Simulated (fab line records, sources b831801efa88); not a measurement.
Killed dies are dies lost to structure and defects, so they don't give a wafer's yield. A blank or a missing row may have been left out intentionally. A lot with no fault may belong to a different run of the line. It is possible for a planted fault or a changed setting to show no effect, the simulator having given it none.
One fault through the eyes of 2 desks / flow gf180mcu / numbers are kept per desk, each desk with only its own; the story behind them comes last

== THE METROLOGY DESK ==
What the gauges read for every lot (on any tool): the sampled wafers with a number, averaged. Any lot whose mean is over 4 standard deviations away from the usual mean is out of limits and marked OUT; that distance is given in the brackets.
Columns: A = HV_LDD_TW at GF_HV_LDD_TW_MEAS_11, usual 2429; B = HV_LDD_01_OVL at GF_HV_LDD_OVL_MEAS_20, usual -0.7 nm; C = HV_LDD_RS at GF_HV_LDD_RS_MEAS_53, usual 418.9 ohm/sq
lot=L582; first seen here=day 10 16:02; A=2390; B=0.1; C=419.4
lot=L583; first seen here=day 10 20:20; A=2390; B=-1.7; C=418.8
lot=L584; first seen here=day 11 07:25; A=2389; B=-0.9; C=419.0
lot=L586; first seen here=day 11 22:14; A=2488; B=-1.3; C=418.7
lot=L588; first seen here=day 12 07:53; A=2484; B=-1.8; C=418.0
lot=L590; first seen here=day 13 04:53; A=2409; B=-1.2; C=418.9
lot=L592; first seen here=day 13 16:08; A=2404; B=-1.5; C=419.1
lot=L593; first seen here=day 13 22:15; A=2405; B=0.3; C=418.7
lot=L595; first seen here=day 14 15:49; A=2472; B=-0.5; C=418.5
lot=L596; first seen here=day 15 06:05; A=2394; B=1.5; C=441.1 (+20) OUT
lot=L601; first seen here=day 16 17:20; A=2333; B=2.3; C=442.2 (+21) OUT
lot=L603; first seen here=day 17 02:32; A=2401; B=-0.4; C=420.9
Per this desk, out of limits: L596, L601; the first was L596, day 18 03:11 (HV_LDD_RS at GF_HV_LDD_RS_MEAS_53). In limits: L582, L583, L584, L586, L588, L590, L592, L593, L595, L603.

== TOOL OWNER'S DESK, implanter-04 ==
For each lot that ran on this tool, the mean over its sampled wafers that have a number, from the tool's own readings at GF_HV_LDD_IMPLANT_09. Any lot whose mean is over 4 standard deviations away from the usual mean is out of limits and marked OUT; that distance is given in the brackets.
Columns: A = dose-ions-cm2 at GF_HV_LDD_IMPLANT_09, usual 1.0001e+14; B = end-station-pressure-torr at GF_HV_LDD_IMPLANT_09, usual 5.43e-06 Torr; C = faraday-current-uA at GF_HV_LDD_IMPLANT_09, usual 562
lot=L584; first seen here=day 11 07:10; A=1.0003e+14; B=5.46e-06; C=553
lot=L592; first seen here=day 13 15:53; A=9.9880e+13; B=5.29e-06; C=570
lot=L593; first seen here=day 13 22:02; A=1.0009e+14; B=5.49e-06; C=567
lot=L595; first seen here=day 14 15:34; A=1.0004e+14; B=5.35e-06; C=549
lot=L596; first seen here=day 15 05:53; A=8.8807e+13 (-99 or more) OUT; B=5.26e-06; C=512 (-4.5) OUT
lot=L601; first seen here=day 16 17:05; A=8.8887e+13 (-99 or more) OUT; B=5.51e-06; C=498 (-5.8) OUT
This desk's finding: out of limits on L596, L601; first on L596, day 15 05:53 (dose-ions-cm2 at GF_HV_LDD_IMPLANT_09). In limits: L584, L592, L593, L595.

== PUT TOGETHER ==
The tool owner's desk had the chance to raise an alarm at day 15 05:53 on L596, L601.
At day 18 03:11 the metrology desk could have sounded an alarm, on L596, L601.
Of the lots named, all ran GF_HV_LDD_IMPLANT_09 on implanter-04.

== WHAT THE SIMULATOR PUT IN ==
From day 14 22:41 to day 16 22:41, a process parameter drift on implanter-04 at GF_HV_LDD_IMPLANT_09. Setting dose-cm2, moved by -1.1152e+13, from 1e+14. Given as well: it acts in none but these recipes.
Lots struck among those shown: L596, L601.
Delay (hours) between the fault's onset and each desk's first out-of-limits reading: 7 at the tool owner's desk, 76 at the metrology desk.
